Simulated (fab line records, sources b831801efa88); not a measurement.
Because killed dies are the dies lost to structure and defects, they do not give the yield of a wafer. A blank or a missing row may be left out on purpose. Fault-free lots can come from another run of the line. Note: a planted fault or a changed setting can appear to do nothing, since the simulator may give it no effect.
fab line records -- flow sfqLine
record lots=6, wafers=18, lastDay=86
route steps=325 shown L0@9 L0V@16
lots untouched by any fault: they come from a run of this same line in which no faults occurred
startH: hours from the record's opening day to when the first of the lot's shown wafers began -- waitH: time in hours since the lot's previous step -- " same as the row above -- L1.1+2: a row that stands for several wafers -- - no value, or no start was given -- * or withheld: withheld -- < > ~ a bound
route shown NAME@n: names a module that has steps shown in the file, with the first one's number in the route -- usual: mean/standard deviation of fault-free wafers -- same: alike in all rows -- chamber/n: place in a boat -- sites: each site's reading -- _std_site: the standard deviation of these -- _edge_site: mean of outer sites minus mean of inner sites -- radiusMm: for every site, how far away it sits from the centre of the wafer -- mask NAME#n: copy n -- behind: the tool/chamber that last shaped the wafer -- hold: reason for holding the lot/hours on hold/outcome of the hold -- device: whichever transistor did not switch (one of n, p or np) -- end of line: the route-end tests of the same wafers -- where a step has no rows: the recipe by itself -- killed: dies that structure and defects cost at the first sort, which is not the same as the wafer's yield -- map: dies across one wafer; x = killed, . = not, _ = none there
set.NAME: setting as actually run; set.NAME@STEP: the setting as run at that earlier step -- model.NAME: the simulator's own value behind a step, which no gauge read
a table for each step, a row for each wafer; lots at some steps of the route
services: a tool's chamber out of use, with start hour (startH, from the record's first day; less than 0 if before it), hours out, and reason
## steps
# step SFQ_TRILAYER_L0_LITHO_EXPOSE_006
# recipe maskId=L0, na=0.6, sourceShape=conventional, sigmaOuter=0.65, targetCdNm=2000, doseMj=14.4
# step SFQ_TRILAYER_L0_LITHO_PEB_008
# recipe pebTempC=115, pebTimeS=60, resist=KrF
# step SFQ_TRILAYER_L0_LITHO_DEVELOP_007
# recipe timeS=60, resist=KrF
# step SFQ_TRILAYER_L0_BARC_OPEN_METAL_ETCH_010
# recipe maskMaterial=PR, chemistry=O2, targetDepthNm=125, target=BARC, icpW=600, biasW=80, pressureMtorr=10, timeS=41.7
# usual drypumpMotorCurrentA=5.30/0.28, oesProductAu=0.685/0.0047
lot.wafer,tool,chamber,startH,waitH,drypumpMotorCurrentA,oesProductAu,rfHoursCounterH
L464.2,rieMetal-02,0,39.04,0.1,5.47,0.689,168
L464.4,rieMetal-02,0,39.04,0.1,5.49,0.679,-
L464.5,rieMetal-02,0,39.04,0.1,5.48,0.685,-
L467.1,rieMetal-04,0,62.06,0.1,4.86,0.680,64
L467.3,rieMetal-04,0,62.06,0.1,4.86,0.680,-
L467.4,rieMetal-04,0,62.06,0.1,4.87,0.693,-
L472.2,rieMetal-04,0,86.81,0.1,4.89,0.688,72
L472.4,rieMetal-04,1,86.81,0.1,5.45,0.680,-
L472.5,rieMetal-04,1,86.81,0.1,5.46,0.697,-
L477.2,rieMetal-02,1,107.21,0.1,5.68,0.685,16
L477.4,rieMetal-02,0,107.21,0.1,5.44,0.691,-
L477.6,rieMetal-02,1,107.21,0.1,5.68,0.689,-
L478.2,rieMetal-02,1,113.21,0.1,5.68,0.684,18
L478.4,rieMetal-02,1,113.21,0.1,5.67,0.685,-
L478.6,rieMetal-02,1,113.21,0.1,5.69,0.680,-
L480.2,rieMetal-04,1,119.21,0.1,5.43,0.679,7
L480.4,rieMetal-04,0,119.21,0.1,4.87,0.686,-
L480.5,rieMetal-04,0,119.21,0.1,4.87,0.678,-
# step SFQ_TRILAYER_L0_ETCH_METAL_ETCH_008
# recipe target=MoNx_KI, stopOn=SiO2, maskMaterial=PR, chemistry=SF6/O2, targetDepthNm=50, icpW=600, biasW=80, pressureMtorr=10, timeS=25
# usual drypumpMotorCurrentA=5.30/0.27, oesProductAu=0.872/0.007
lot.wafer,tool,chamber,startH,waitH,drypumpMotorCurrentA,oesProductAu,rfHoursCounterH
L464.2,rieMetal-02,0,39.10,0.0,5.50,0.871,168
L464.4,rieMetal-02,0,39.10,0.0,5.49,0.875,-
L464.5,rieMetal-02,0,39.10,0.0,5.50,0.886,-
L467.1,rieMetal-04,0,62.18,0.1,4.87,0.871,64
L467.3,rieMetal-04,0,62.18,0.1,4.87,0.866,-
L467.4,rieMetal-04,0,62.18,0.1,4.88,0.875,-
L472.2,rieMetal-04,0,86.87,0.0,4.88,0.880,72
L472.4,rieMetal-04,1,86.87,0.0,5.46,0.867,-
L472.5,rieMetal-04,1,86.87,0.0,5.45,0.864,-
L477.2,rieMetal-02,1,107.27,0.0,5.67,0.871,16
L477.4,rieMetal-02,0,107.27,0.0,5.50,0.868,-
L477.6,rieMetal-02,1,107.27,0.0,5.64,0.878,-
L478.2,rieMetal-02,1,113.27,0.0,5.67,0.874,18
L478.4,rieMetal-02,1,113.27,0.0,5.72,0.859,-
L478.6,rieMetal-02,1,113.27,0.0,5.70,0.865,-
L480.2,rieMetal-04,1,119.27,0.0,5.45,0.867,7
L480.4,rieMetal-04,0,119.27,0.0,4.87,0.863,-
L480.5,rieMetal-04,0,119.27,0.0,4.89,0.863,-
# step SFQ_TRILAYER_L0_STRIP_STRIP_009
# recipe gas=O2, powerW=200, platenTempC=40, overashFraction=0.65, chemistry=O2, pressureMtorr=50
# usual drypumpMotorCurrentA=5.30/0.28, oesProductAu=0.998/0.0085, platenTempC=40.02/0.12
lot.wafer,tool,chamber,startH,waitH,drypumpMotorCurrentA,oesProductAu,platenTempC,rfHoursCounterH
L464.2,rieMetal-02,0,39.15,0.0,5.51,0.994,40.14,168
L464.4,rieMetal-02,0,39.15,0.0,5.46,0.978,40.11,-
L464.5,rieMetal-02,0,39.15,0.0,5.48,0.981,40.32,-
L467.1,rieMetal-04,0,62.27,0.1,4.84,0.980,40.09,64
L467.3,rieMetal-04,0,62.27,0.1,4.85,0.985,40.14,-
L467.4,rieMetal-04,0,62.27,0.1,4.86,1.001,39.89,-
L472.2,rieMetal-04,0,86.92,0.0,4.88,0.993,40.00,72
L472.4,rieMetal-04,1,86.92,0.0,5.49,1.002,40.01,-
L472.5,rieMetal-04,1,86.92,0.0,5.47,0.996,39.96,-
L477.2,rieMetal-02,1,107.32,0.0,5.66,0.997,39.82,17
L477.4,rieMetal-02,0,107.32,0.0,5.49,0.999,40.04,-
L477.6,rieMetal-02,1,107.32,0.0,5.65,0.996,39.99,-
L478.2,rieMetal-02,1,113.32,0.0,5.64,0.994,39.99,18
L478.4,rieMetal-02,1,113.32,0.0,5.65,0.996,40.23,-
L478.6,rieMetal-02,1,113.32,0.0,5.64,0.991,39.90,-
L480.2,rieMetal-04,1,119.32,0.0,5.46,0.992,40.01,7
L480.4,rieMetal-04,0,119.32,0.0,4.87,0.991,39.97,-
L480.5,rieMetal-04,0,119.32,0.0,4.85,1.001,39.84,-
# step SFQ_TRILAYER_L0_STRIP_SOLV_CLEAN_010
# recipe chemistry=NMP, tempC=70, timeS=600
# step SFQ_TRILAYER_L0_CAP_PECVD_011
# recipe material=SiO2, tempC=150, timeS=13.333, pressureTorr=2.4, rfW=183.3, precursor=SiH4/N2O, targetThkNm=60
# usual heaterPowerW=91/21, showerheadVppV=825/46, throttleValvePct=24.6/1.3
lot.wafer,tool,chamber,startH,waitH,heaterPowerW,showerheadVppV,throttleValvePct
L464.2,pecvd-02,1,39.92,0.0,80,828,24.7
L464.4,pecvd-02,0,39.92,0.0,86,845,24.3
L464.5,pecvd-02,1,39.92,0.0,78,839,24.8
L467.1,pecvd-03,2,63.65,0.0,125,841,22.3
L467.3,pecvd-03,0,63.65,0.0,97,750,23.1
L467.4,pecvd-03,2,63.65,0.0,128,830,22.4
L472.2,pecvd-02,1,87.69,0.0,71,818,24.7
L472.4,pecvd-02,1,87.69,0.0,72,823,24.7
L472.5,pecvd-02,2,87.69,0.0,67,896,25.3
L477.2,pecvd-03,1,108.09,0.0,78,815,24.8
L477.4,pecvd-03,0,108.09,0.0,100,766,23.1
L477.6,pecvd-03,1,108.09,0.0,78,809,24.8
L478.2,pecvd-02,2,114.09,0.0,74,919,25.6
L478.4,pecvd-02,1,114.09,0.0,82,825,24.8
L478.6,pecvd-02,0,114.09,0.0,75,842,24.5
L480.2,pecvd-03,0,120.09,0.0,90,747,23.1
L480.4,pecvd-03,1,120.09,0.0,76,809,24.8
L480.5,pecvd-03,0,120.09,0.0,89,767,23.4
# step SFQ_TRILAYER_L0_VIA_LITHO_COAT_018
# recipe resist=BARC, spinRpm=3000, resistThkNm=62
# step SFQ_TRILAYER_L0_VIA_LITHO_COAT_013
# recipe resist=KrF, spinRpm=3000, resistThkNm=650
# step SFQ_TRILAYER_L0_VIA_LITHO_SOFTBAKE_017
# recipe tempC=withheld, timeS=withheld, resist=KrF
# step SFQ_TRILAYER_L0_VIA_LITHO_EXPOSE_014
# recipe maskId=L0V, na=0.6, sourceShape=conventional, sigmaOuter=0.65, targetCdNm=700, doseMj=21.3
# step SFQ_TRILAYER_L0_VIA_LITHO_PEB_016
# recipe pebTempC=115, pebTimeS=60, resist=KrF
# usual plateTempC=115.01/0.13
lot.wafer,tool,chamber,startH,waitH,plateTempC
L464.2,lithoTrack-02,0,69.19,1.0,115.13
L464.4,lithoTrack-02,0,69.19,1.0,115.15
L464.5,lithoTrack-02,0,69.19,1.0,115.25
L467.1,lithoTrack-03,0,92.51,1.0,114.82
L467.3,lithoTrack-03,0,92.51,1.0,114.72
L467.4,lithoTrack-03,0,92.51,1.0,115.05
L472.2,lithoTrack-02,0,111.74,0.8,114.81
L472.4,lithoTrack-02,0,111.74,0.8,114.79
L472.5,lithoTrack-02,0,111.74,0.8,115.00
L477.2,lithoTrack-03,0,134.59,0.8,115.02
L477.4,lithoTrack-03,0,134.59,0.8,114.95
L477.6,lithoTrack-03,0,134.59,0.8,115.07
L478.2,lithoTrack-02,0,141.79,0.8,115.19
L478.4,lithoTrack-02,0,141.79,0.8,115.14
L478.6,lithoTrack-02,0,141.79,0.8,115.24
L480.2,lithoTrack-01,0,146.59,0.8,115.00
L480.4,lithoTrack-01,0,146.59,0.8,114.95
L480.5,lithoTrack-01,0,146.59,0.8,115.06
# step SFQ_TRILAYER_L0_VIA_LITHO_DEVELOP_015
# recipe timeS=60, resist=KrF
# step SFQ_L0V_OVL_MEAS_903
# usual L0V_OVL=3/4.7
lot.wafer,tool,chamber,startH,waitH,L0V_OVL[nm]
L464.2,overlay-01,-,69.47,0.1,1
L464.4,overlay-01,-,69.47,0.1,-4
L464.5,overlay-01,-,69.47,0.1,0
L467.1,overlay-02,-,92.81,0.1,3
L467.3,overlay-02,-,92.81,0.1,-2
L467.4,overlay-02,-,92.81,0.1,3
L472.2,overlay-02,-,112.02,0.1,6
L472.4,overlay-02,-,112.02,0.1,6
L472.5,overlay-02,-,112.02,0.1,11
L477.2,overlay-01,-,134.87,0.1,2
L477.4,overlay-01,-,134.87,0.1,9
L477.6,overlay-01,-,134.87,0.1,3
L478.2,overlay-02,-,142.07,0.1,-7
L478.4,overlay-02,-,142.07,0.1,-4
L478.6,overlay-02,-,142.07,0.1,-4
L480.2,overlay-02,-,146.87,0.1,5
L480.4,overlay-02,-,146.87,0.1,2
L480.5,overlay-02,-,146.87,0.1,6
# step SFQ_TRILAYER_L0_VIA_BARC_OPEN_VIA_ETCH_021
# recipe maskMaterial=PR, chemistry=O2, targetDepthNm=125, target=BARC, sourceW=500, biasW=80, pressureMtorr=30, timeS=41.7
# usual drypumpMotorCurrentA=5.8/0.52, oesProductAu=0.685/0.0047
lot.wafer,tool,chamber,startH,waitH,drypumpMotorCurrentA,oesProductAu,rfHoursCounterH,model.L0V.cdNm
L464.2,rieDiel-03,1,69.50,0.0,6.5,0.682,126,700.6
L464.4,rieDiel-03,2,69.50,0.0,5.7,0.674,11,699.3
L464.5,rieDiel-03,1,69.50,0.0,6.5,0.679,-,699.4
L467.1,rieDiel-04,3,92.85,0.0,6.2,0.687,6,702.2
L467.3,rieDiel-04,1,92.85,0.0,5.7,0.690,134,701.5
L467.4,rieDiel-04,0,92.85,0.0,6.5,0.684,154,702.2
L472.2,rieDiel-03,1,112.05,0.0,6.5,0.679,127,707.1
L472.4,rieDiel-03,2,112.05,0.0,5.7,0.684,11,698.9
L472.5,rieDiel-03,2,112.05,0.0,5.7,0.684,-,707.6
L477.2,rieDiel-03,3,134.90,0.0,4.8,0.678,12,701.4
L477.4,rieDiel-03,1,134.90,0.0,6.6,0.690,127,699.7
L477.6,rieDiel-03,3,134.90,0.0,4.8,0.689,-,700.1
L478.2,rieDiel-02,1,142.10,0.0,5.5,0.683,90,707.8
L478.4,rieDiel-02,0,142.10,0.0,5.8,0.689,43,698.9
L478.6,rieDiel-02,0,142.10,0.0,5.8,0.685,-,699
L480.2,rieDiel-02,1,146.90,0.0,5.5,0.683,90,698.8
L480.4,rieDiel-02,2,146.90,0.0,6.0,0.693,18,698.1
L480.5,rieDiel-02,1,146.90,0.0,5.4,0.690,-,698.7
# step SFQ_TRILAYER_L0_VIA_ETCH_VIA_ETCH_016
# recipe target=SiO2, stopOn=MoNx_KI, maskMaterial=PR, chemistry=CHF3, targetDepthNm=80, sourceW=500, biasW=80, pressureMtorr=30, timeS=withheld
# usual drypumpMotorCurrentA=5.8/0.52, oesProductAu=0.843/0.0077
lot.wafer,tool,chamber,startH,waitH,drypumpMotorCurrentA,oesProductAu,model.L0V.cdNm
L464.2,rieDiel-03,1,69.54,0.0,6.6,0.834,700
L464.4,rieDiel-03,2,69.54,0.0,5.8,0.855,699.2
L464.5,rieDiel-03,1,69.54,0.0,6.6,0.855,699.2
L467.1,rieDiel-04,3,92.89,0.0,6.2,0.845,702.1
L467.3,rieDiel-04,1,92.89,0.0,5.7,0.832,701.4
L467.4,rieDiel-04,0,92.89,0.0,6.5,0.849,701.5
L472.2,rieDiel-03,1,112.09,0.0,6.6,0.825,706.7
L472.4,rieDiel-03,2,112.09,0.0,5.7,0.841,699.1
L472.5,rieDiel-03,2,112.09,0.0,5.7,0.845,707.4
L477.2,rieDiel-03,3,134.94,0.0,4.8,0.831,701.4
L477.4,rieDiel-03,1,134.94,0.0,6.5,0.844,699.3
L477.6,rieDiel-03,3,134.94,0.0,4.8,0.847,699.8
L478.2,rieDiel-02,1,142.14,0.0,5.4,0.845,707.5
L478.4,rieDiel-02,0,142.14,0.0,5.8,0.835,699
L478.6,rieDiel-02,0,142.14,0.0,5.8,0.836,699.3
L480.2,rieDiel-02,1,146.94,0.0,5.4,0.837,698.7
L480.4,rieDiel-02,2,146.94,0.0,6.0,0.844,698.4
L480.5,rieDiel-02,1,146.94,0.0,5.5,0.845,699
# step SFQ_TRILAYER_L0_VIA_STRIP_STRIP_017
# recipe gas=O2, powerW=200, platenTempC=40, overashFraction=0.65, chemistry=O2, pressureMtorr=50
# usual drypumpMotorCurrentA=5.5/0.39, oesProductAu=0.999/0.0083, platenTempC=40.01/0.11
lot.wafer,tool,chamber,startH,waitH,drypumpMotorCurrentA,oesProductAu,platenTempC,rfHoursCounterH
L464.2,rieMetal-02,1,69.59,-,5.7,0.982,39.99,10
L464.4,rieMetal-02,0,69.59,-,5.5,0.989,40.09,-
L464.5,rieMetal-02,0,69.59,-,5.5,0.997,40.03,-
L467.1,rieMetal-03,0,92.93,-,5.1,0.994,39.90,4
L467.3,rieMetal-03,1,92.93,-,6.5,0.990,39.93,-
L467.4,rieMetal-03,0,92.93,-,5.1,0.991,39.95,-
L472.2,rieMetal-01,0,112.13,-,5.3,0.994,39.90,69
L472.4,rieMetal-01,1,112.13,-,5.4,1.002,40.06,-
L472.5,rieMetal-01,1,112.13,-,5.4,1.001,39.97,-
L477.2,rieMetal-02,0,134.99,-,5.5,0.987,39.93,185
L477.4,rieMetal-02,1,134.99,-,5.7,0.987,40.01,-
L477.6,rieMetal-02,0,134.99,-,5.5,0.975,40.00,-
L478.2,rieMetal-03,0,142.19,-,5.1,1.010,39.84,12
L478.4,rieMetal-03,0,142.19,-,5.1,1.004,39.72,-
L478.6,rieMetal-03,1,142.19,-,6.4,1.007,39.99,-
L480.2,rieMetal-01,0,146.99,-,5.3,0.996,39.94,75
L480.4,rieMetal-01,0,146.99,-,5.3,1.005,40.26,-
L480.5,rieMetal-01,1,146.99,-,5.4,1.021,40.02,-
## services
tool,chamber,startH,hours,kind
rieDiel-02,3,17.87,8.6,repair
rieMetal-01,-,24.26,2.8,pm
rieDiel-02,0,42.35,1.4,repair
pecvd-02,0,52.47,50.7,repair
rieMetal-01,1,52.75,-,clean
rieMetal-01,1,52.75,-,consumableReplace:focusRing
rieMetal-01,1,52.75,13.2,scheduledDown
rieMetal-01,1,52.75,13.2,ventCycle
rieMetal-03,0,52.97,-,clean
rieMetal-03,0,52.97,-,consumableReplace:focusRing
rieMetal-03,0,52.97,14.1,scheduledDown
rieMetal-03,0,52.97,14.1,ventCycle
rieDiel-04,3,59.46,20.9,repair
rieMetal-04,1,60.81,-,clean
rieMetal-04,1,60.81,-,consumableReplace:focusRing
rieMetal-04,1,60.81,21.6,scheduledDown
rieMetal-04,1,60.81,21.6,ventCycle
rieMetal-03,-,67.12,2.8,pm
rieDiel-04,2,81.73,3.1,repair
rieDiel-03,1,88.09,4.1,repair
rieMetal-03,-,113.25,3.7,repair
rieDiel-02,3,118.47,4.0,repair
rieDiel-02,1,133.13,2.5,repair
## key
firstSign none at tools or gauges
modelEffect step=SFQ_TRILAYER_L0_VIA_BARC_OPEN_VIA_ETCH_021, value=L0V.cdNm, without=698.5, struck=707.5
modelEffect step=SFQ_TRILAYER_L0_VIA_ETCH_VIA_ETCH_016, value=L0V.cdNm, without=698.2, struck=707.2
metAt SFQ_TRILAYER_L0_VIA_LITHO_PEB_016
struckWafers L472.2,L472.5,L478.2
onsetBetween 69.19 111.74
fault kind=processParameterDrift, tool=lithoTrack-02, chamber=-, onsetH=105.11, steps=SFQ_TRILAYER_L0_VIA_LITHO_PEB_016, channel=pebTimeS, offset=*, shape=step, endH=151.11, scope=struckWafersOnly, actsIn=*, stated=*
